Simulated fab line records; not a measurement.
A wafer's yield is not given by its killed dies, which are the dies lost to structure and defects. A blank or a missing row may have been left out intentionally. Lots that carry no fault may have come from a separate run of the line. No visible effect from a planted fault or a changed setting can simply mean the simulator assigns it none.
Which tool was responsible? | flow sky130 | Sampling: 7 lots, 21 wafers, 2 of 708 route steps

WHAT THE GAUGES SHOWED, per wafer
SKY_POLY_GATE_THK_MEAS_21.
lot  | measured     | on           | POLY_GATE_OXIDATION_THK (nm)
L586 | day 16 16:20 | filmMetro-01 | 4.16 4.10 4.13
L588 | day 17 16:02 | filmMetro-01 | 4.07 4.14 4.16
L591 | day 19 01:26 | filmMetro-02 | 3.79 3.83 3.80
L593 | day 19 13:52 | filmMetro-01 | 4.01 3.99 4.01
L597 | day 20 23:14 | filmMetro-04 | 4.04 3.90 4.09
L599 | day 21 15:39 | filmMetro-04 | 3.46 3.50 3.43 3.45 3.48 3.47
L607 | day 24 10:34 | filmMetro-02 | 3.85 3.84 3.84

TOOL THAT RAN EACH LOT (tool first, then ch and the chambers of the sampled wafers, then the start)
lot  | SKY_POLY_GATE_OXIDATION_20
L586 | furnace-02 ch 0, day 16 15:05
L588 | furnace-01 ch 0, day 17 14:47
L591 | furnace-01 ch 0, day 19 00:10
L593 | furnace-01 ch 0, day 19 12:35
L597 | furnace-01 ch 0, day 20 21:59
L599 | furnace-02 ch 0, day 21 14:23
L607 | furnace-01 ch 0, day 24 09:18
- SKY_POLY_GATE_OXIDATION_20: stabilise 600 s, purge 300 s, target thk 4 nm.

THE ANSWER, worked out from the rows above alone
Rule: usual is defined by the lots themselves. The widest of any qualifying gaps counts: lots, ordered by their means at a reading, are off when they make up no more than a third of the lots, leave a main group of 4 or more, and stand apart from it by 3 or more times the standard deviation of that group's means. A main group is skipped when, at the precision printed for the reading in the tables above, its means are all equal. Also off: a lot with no number at a reading for which 4 or more lots have one. Any other lot the step has rows for is counted as sound.
Across all readings shown, no lot is off: no conclusion can be drawn from this.

WHAT HAD BEEN PUT IN BY THE SIMULATOR
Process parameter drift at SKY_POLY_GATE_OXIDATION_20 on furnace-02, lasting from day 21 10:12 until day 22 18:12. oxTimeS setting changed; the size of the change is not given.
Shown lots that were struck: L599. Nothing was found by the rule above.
